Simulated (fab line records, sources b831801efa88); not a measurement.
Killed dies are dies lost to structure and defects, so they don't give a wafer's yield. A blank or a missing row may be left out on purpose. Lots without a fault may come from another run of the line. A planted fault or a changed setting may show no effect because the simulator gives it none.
Which tool did it? | flow gf180mcu | 14 lots, 42 wafers sampled, at 3 steps of a route of 602

WHAT THE GAUGES READ, wafer by wafer
GF_HV_LDD_CD_MEAS_46: target cd 400 nm.
lot  | measured     | on        | cd_nm (nm)
L585 | day 12 10:26 | cd_sem-01 | 400.0 401.5 398.5
L586 | day 12 22:04 | cd_sem-02 | 400.4 400.8 400.7
L587 | day 13 04:56 | cd_sem-01 | 401.9 400.7 400.7
L588 | day 13 08:40 | cd_sem-02 | 399.3 401.2 401.0
L589 | day 13 20:28 | cd_sem-02 | 401.1 402.9 402.2
L591 | day 14 14:08 | cd_sem-02 | 401.9 402.9 402.3
L592 | day 14 22:14 | cd_sem-02 | 398.5 400.4 399.5
L593 | day 15 12:08 | cd_sem-02 | 405.5 404.7 404.3
L600 | day 17 19:51 | cd_sem-01 | 401.2 401.3 400.3
L603 | day 18 18:34 | cd_sem-01 | 399.7 399.8 400.8
L604 | day 19 02:11 | cd_sem-01 | 403.1 401.7 399.9
L605 | day 19 11:07 | cd_sem-01 | 398.8 398.3 399.2
L606 | day 19 18:16 | cd_sem-01 | 403.1 404.9 405.2
L608 | day 20 11:48 | cd_sem-01 | 399.4 399.0 398.7

GF_SALICIDE_THK_MEAS_05: measures by xrf.
lot  | measured     | on            | SALICIDE_TIN_THK (nm)
L585 | day 15 05:05 | film_metro-01 | 19.62 19.89 19.92
L586 | day 15 18:25 | film_metro-01 | 20.08 20.09 19.79
L587 | day 16 01:38 | film_metro-04 | 20.49 20.33 20.32
L588 | day 16 06:34 | film_metro-01 | 19.75 19.97 19.77
L589 | day 16 19:16 | film_metro-04 | 20.33 20.02 20.03
L591 | day 17 13:52 | film_metro-01 | 20.13 20.36 20.28
L592 | day 18 00:07 | film_metro-01 | 20.19 20.27 20.33
L593 | day 18 13:10 | film_metro-01 | 20.01 19.89 20.15
L600 | day 21 02:22 | film_metro-02 | 19.92 20.09 19.90
L603 | day 22 00:11 | film_metro-01 | 20.03 19.86 19.75
L604 | day 22 07:05 | film_metro-04 | 20.00 20.25 20.06
L605 | day 22 15:53 | film_metro-01 | 19.89 19.99 20.24
L606 | day 22 22:44 | film_metro-02 | 20.31 20.19 20.31
L608 | day 23 14:29 | film_metro-04 | 20.20 19.99 20.07

WHICH TOOL RAN EACH LOT (tool, then ch and the chambers of the sampled wafers, then the start)
lot  | GF_HV_LDD_IMPLANT_09
L585 | implanter-02 ch 0, day 10 03:08
L586 | implanter-02 ch 0, day 10 12:46
L587 | implanter-02 ch 0, day 10 19:07
L588 | implanter-01 ch 0, day 10 23:05
L589 | implanter-01 ch 0, day 11 09:08
L591 | implanter-01 ch 0, day 12 00:21
L592 | implanter-02 ch 0, day 12 08:43
L593 | implanter-01 ch 0, day 12 19:52
L600 | implanter-01 ch 0, day 14 22:08
L603 | implanter-01 ch 0, day 15 19:47
L604 | implanter-02 ch 0, day 16 02:47
L605 | implanter-01 ch 0, day 16 10:31
L606 | implanter-02 ch 0, day 16 16:58
L608 | implanter-02 ch 0, day 17 09:39
- GF_HV_LDD_IMPLANT_09

WHAT THE TOOLS THEMSELVES READ (means of the sampled wafers that have a number; where no wafer has one, the mark that the record gives instead)
GF_HV_LDD_IMPLANT_09.
lot  | tool         | beam_energy_keV | end_station_pressure_torr (Torr)
L585 | implanter-02 | 39.990          | 5.3e-06
L586 | implanter-02 | 39.995          | 5.3e-06
L587 | implanter-02 | 40.016          | 5.5e-06
L588 | implanter-01 | 39.995          | 5.6e-06
L589 | implanter-01 | 39.988          | 5.6e-06
L591 | implanter-01 | 39.999          | 5.6e-06
L592 | implanter-02 | 39.980          | 5.3e-06
L593 | implanter-01 | 40.004          | 5.1e-06
L600 | implanter-01 | 39.994          | 5.6e-06
L603 | implanter-01 | 43.011          | 5.4e-06
L604 | implanter-02 | 40.009          | 5.5e-06
L605 | implanter-01 | 43.015          | 5.7e-06
L606 | implanter-02 | 39.985          | 5.4e-06
L608 | implanter-02 | 39.997          | 5.5e-06

THE ANSWER, worked out from the rows above alone
Rule: what is usual is taken from the lots themselves. Put in order of their means at a reading, lots are off if they are a third of the lots or fewer, leave a main group of 4 or more, and stand apart from it by a gap of 3 or more times the standard deviation of the main group's means; of several such gaps the widest counts. A main group whose means are all the same, to the digits that the tables above print for the reading, isn't used. A lot without any number at a reading at which 4 lots or more have one is off too. The other lots that the step has rows for count as sound. The gauges are gone through in route order, then the tools' own readings, and for those a lot's mean is taken as printed above. The first step at which some lot is off is used, and at that step the reading that is off furthest; a lot without a number counts as furthest.
Off: L603, L605, at GF_HV_LDD_IMPLANT_09 (beam_energy_keV). The main group: mean 39.996, standard deviation 0.0097.
A tool fits if, at that step or a process step before it, it ran every lot that is off, and no sound lot after the first of them. One fits: implanter-01 at GF_HV_LDD_IMPLANT_09. Its last sound lot is L600 (day 14 22:08), its first lot that is off L603 (day 15 19:47): a fault that began between those two fits.
The tool's own readings at GF_HV_LDD_IMPLANT_09 bear it out: on the lots that are off they differ by more than 5 times the standard deviation of the sound lots' means. beam_energy_keV reads 43.013 there against 39.996 on the sound lots.

WHAT THE SIMULATOR HAD PUT IN
Process parameter drift: implanter-01, from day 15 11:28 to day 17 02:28, at GF_HV_LDD_IMPLANT_09. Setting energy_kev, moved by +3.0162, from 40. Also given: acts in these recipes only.
Lots struck among those shown: L603, L605. The rule above found the same.
